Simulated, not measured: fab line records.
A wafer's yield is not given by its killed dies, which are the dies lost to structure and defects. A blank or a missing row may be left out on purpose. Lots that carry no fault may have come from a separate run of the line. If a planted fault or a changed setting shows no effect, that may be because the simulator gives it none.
One fault seen from 2 desks :: flow gf180mcu :: each desk has only its own numbers; what lay behind them comes last

AT THE TOOL OWNER'S DESK: plasmaAsher-04
The tool's own readings at GF_PASSIVATION_STRIP_12 (strips in O2/N2): means of the sampled wafers that have a number, for each lot that ran on this tool. The brackets show how far a lot's mean lies from the usual mean; more than 4 standard deviations puts the lot out of limits, marked OUT.
Columns: A = drypumpMotorCurrentA at GF_PASSIVATION_STRIP_12, usual 5.4 A; B = heaterPowerW at GF_PASSIVATION_STRIP_12, usual 328 W; C = oesProductAu at GF_PASSIVATION_STRIP_12, usual 0.719 a.u.; D = stripTimeToEndpointS at GF_PASSIVATION_STRIP_12, usual 34.74 s
lot: L177
first seen here: day 29 08:01
A: 5.3
B: 338
C: 0.717
D: 34.92

lot: L181
first seen here: day 30 19:02
A: 5.1
B: 336
C: 0.719
D: 34.45

lot: L182
first seen here: day 31 08:14
A: 5.3
B: 341
C: 0.726
D: 34.36

lot: L190
first seen here: day 33 03:49
A: 5.1
B: 334
C: 0.718
D: 35.00

lot: L193
first seen here: day 33 17:16
A: 5.1
B: 338
C: 0.720
D: 34.51
This desk's verdict: no lot among the 5 shows anything out of limits.

THE METROLOGY DESK
What the gauges read for every lot (on any tool): the sampled wafers with a number, averaged. The brackets show how far a lot's mean lies from the usual mean; more than 4 standard deviations puts the lot out of limits, marked OUT.
Columns: A = V5_CVD_00_THK at GF_V5_THK_MEAS_01, usual 299 nm
lot: L176
first seen here: day 26 04:26
A: 297

lot: L177
first seen here: day 26 17:01
A: 297

lot: L179
first seen here: day 27 06:53
A: 298

lot: L181
first seen here: day 28 07:03
A: 297

lot: L182
first seen here: day 28 20:35
A: 300

lot: L183
first seen here: day 28 23:34
A: 300

lot: L189
first seen here: day 30 09:29
A: 295

lot: L190
first seen here: day 30 21:49
A: 296

lot: L193
first seen here: day 31 12:48
A: 297

lot: L194
first seen here: day 31 19:16
A: 298

lot: L195
first seen here: day 32 00:49
A: 302

lot: L199
first seen here: day 32 19:31
A: 302
This desk's verdict: no lot among the 12 shows anything out of limits.

ALL TOGETHER
The tool owner's desk saw nothing out of limits.
Nothing out of limits was seen by the metrology desk.

WHAT THE SIMULATOR PUT IN
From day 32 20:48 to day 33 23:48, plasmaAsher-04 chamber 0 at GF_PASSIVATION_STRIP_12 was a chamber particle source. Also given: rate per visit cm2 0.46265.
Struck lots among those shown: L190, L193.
